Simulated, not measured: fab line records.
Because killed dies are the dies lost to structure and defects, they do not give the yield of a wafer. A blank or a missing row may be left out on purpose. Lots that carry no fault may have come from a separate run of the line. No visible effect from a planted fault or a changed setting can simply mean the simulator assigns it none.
One fault seen from 2 desks :: flow sfq-line :: each desk holds nothing but its own numbers, with what lay behind them at the end

== METROLOGY DESK ==
What the gauges read, lot by lot, whatever tool the lot ran on: means of the sampled wafers that have a number. Any lot whose mean is over 4 standard deviations away from the usual mean is out of limits and marked OUT; that distance is given in the brackets.
Columns: A = R5_MONX_THK at SFQ_R5_THK_MEAS_934, usual 39.6 nm; B = C5_OVL at SFQ_C5_OVL_MEAS_937, usual 0 nm
lot: L825
first seen here: day 57 05:40
A: 40.1
B: 1

lot: L826
first seen here: day 57 14:05
A: 39.0
B: 2

lot: L828
first seen here: day 58 05:54
A: 38.8
B: -5

lot: L829
first seen here: day 58 17:14
A: 39.9
B: -1

lot: L831
first seen here: day 60 01:47
A: 39.8
B: -4

lot: L832
first seen here: day 60 04:49
A: 38.9
B: -7

lot: L833
first seen here: day 60 10:47
A: 39.9
B: -4

lot: L834
first seen here: day 60 16:17
A: 39.4
B: 2

lot: L835
first seen here: day 60 20:47
A: 39.5
B: -4

lot: L837
first seen here: day 66 01:46
A: 39.8
B: 2

lot: L843
first seen here: day 69 16:49
A: 39.6
B: -4

lot: L844
first seen here: day 70 01:50
A: 39.8
B: 0

lot: L845
first seen here: day 75 07:01
A: 39.8
B: 10

lot: L846
first seen here: day 75 18:51
A: 39.6
B: 2

lot: L847
first seen here: day 75 22:47
A: 39.3
B: 0
Finding of this desk: none of the 15 lots has anything out of limits.

== AT THE TOOL OWNER'S DESK: krf-scanner-01 ==
The tool's own readings at SFQ_TRILAYER_M6_LITHO_EXPOSE_160 (exposes mask M6, target cd 500 nm): means of the sampled wafers that have a number, for each lot that ran on this tool. Any lot whose mean is over 4 standard deviations away from the usual mean is out of limits and marked OUT; that distance is given in the brackets.
Columns: A = exposure-dose-mJ-cm2 at SFQ_TRILAYER_M6_LITHO_EXPOSE_160, usual 14.400
lot: L833
first seen here: day 76 03:06
A: 14.405

lot: L834
first seen here: day 76 04:30
A: 14.394

lot: L835
first seen here: day 76 05:30
A: 14.402

lot: L843
first seen here: day 83 12:11
A: 14.396

lot: L844
first seen here: day 83 14:59
A: 12.663 (-99 or more) OUT

lot: L845
first seen here: day 83 17:11
A: 12.647 (-99 or more) OUT

lot: L847
first seen here: day 84 12:58
A: 12.667 (-99 or more) OUT
This desk finds L844, L845, L847 out of limits, L844 being first, at day 83 14:59 (exposure-dose-mJ-cm2 at SFQ_TRILAYER_M6_LITHO_EXPOSE_160). L833, L834, L835, L843: within limits.

== ALL TOGETHER ==
The tool owner's desk had the chance to raise an alarm at day 83 14:59 on L844, L845, L847.
At the metrology desk, nothing out of limits was observed.
The metrology desk has L844, L845, L847 on record, within its limits.
Every lot named ran SFQ_TRILAYER_M6_LITHO_EXPOSE_160 on krf-scanner-01.

== WHAT WAS PUT IN BY THE SIMULATOR ==
Process parameter drift: krf-scanner-01, from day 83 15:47 on, at SFQ_TRILAYER_M6_LITHO_EXPOSE_160. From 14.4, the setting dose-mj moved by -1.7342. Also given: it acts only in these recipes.
Shown lots that were struck: L844, L845, L847.
